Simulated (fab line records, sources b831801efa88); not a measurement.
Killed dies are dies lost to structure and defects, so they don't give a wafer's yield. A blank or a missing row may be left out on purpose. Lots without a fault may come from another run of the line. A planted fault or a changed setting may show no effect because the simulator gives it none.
A struck lot beside a sound one | flow gf180mcu | 16 steps out of a route of 602
Sound: wafers L507.2, L507.3, L507.5. Struck: wafers L502.2, L502.5, L502.6. The cause comes at the end.
At each step with rows: each side's tool, then ch and its chambers, then its first start. Under that, the readings that differ: sound wafers | struck wafers | difference of the means | sigmas: that difference in standard deviations of wafers without a fault.
alike: readings whose means differ by less than 2 such deviations, and words and numbers that are the same on both sides. not compared: withheld readings, readings that some wafer has no value for, bounds like >300 that may hide the same value, and numbers for which the record gives no deviation and whose values overlap.
The two part at a step that has a row with sigmas, a row that says differs or no value, or rows on one side only. Numbers that don't overlap but have no deviation are shown without sigmas and don't part them. A reading that every wafer of one side lacks parts them only if that side has two wafers or more.

first, 1 step without rows for these wafers: GF_HV_LDD_IMPLANT_09.
GF_HV_LDD_STRIP_10: strips in O2/N2.
  sound on plasma_asher-02 ch 0,1, day 16 01:58; struck on plasma_asher-04 ch 0,1, day 14 22:37
  alike: drypump_motor_current_A, heater_power_w, oes_product_au, strip_time_to_endpoint_s
  not compared: rf_hours_counter_h
GF_HV_LDD_TW_MEAS_11:
  sound on film_metro-01, day 16 02:04; struck on film_metro-02, day 14 22:43
  alike: HV_LDD_TW
then, 7 steps without rows for these wafers: GF_HV_LDD_DEHYDRATE_12 (time 60 s); GF_HV_LDD_HMDS_13 (prime time 60 s); GF_HV_LDD_COAT_14 (resist thk 1000 nm); GF_HV_LDD_SOFTBAKE_15 (time 60 s); GF_HV_LDD_EXPOSE_16 (exposes mask Pplus LV AREA, target cd 400 nm); GF_HV_LDD_PEB_17; GF_HV_LDD_DEVELOP_18 (develop time 60 s).
GF_HV_LDD_CD_MEAS_19: target cd 400 nm.
  sound on cd_sem-01, day 17 00:01; struck on cd_sem-01, day 15 20:34
  alike: cd_nm
GF_HV_LDD_OVL_MEAS_20:
  sound on overlay-01, day 17 00:08; struck on overlay-02, day 15 20:41
  alike: HV_LDD_01_OVL
GF_HV_LDD_IMPLANT_21:
  sound on implanter-02 ch 0, day 17 00:11; struck on implanter-01, day 15 20:44
  no value came back on the struck wafers for beam_energy_keV, beam_on_s (s); on the sound wafers beam_energy_keV reads 25.497 25.500 25.501
GF_HV_LDD_STRIP_22: strips in O2/N2.
  sound on plasma_asher-01 ch 0,1, day 17 00:19; struck on plasma_asher-04 ch 0,1, day 15 20:52
  alike: drypump_motor_current_A, heater_power_w, oes_product_au, strip_time_to_endpoint_s
  not compared: rf_hours_counter_h
GF_HV_LDD_TW_MEAS_23:
  sound on film_metro-02, day 17 00:25; struck on film_metro-02, day 15 20:58
  reading     | sound          | struck   | difference | sigmas
  HV_LDD_2_TW | 1046 1042 1047 | 30 30 30 | -1015      | -99 or more
then, 1 step without rows for these wafers: GF_HV_LDD_DEHYDRATE_24 (time 60 s).

WHERE THEY PART
First at GF_HV_LDD_IMPLANT_21; last, within this record, at GF_HV_LDD_TW_MEAS_23.

WHY: what the simulator had put in
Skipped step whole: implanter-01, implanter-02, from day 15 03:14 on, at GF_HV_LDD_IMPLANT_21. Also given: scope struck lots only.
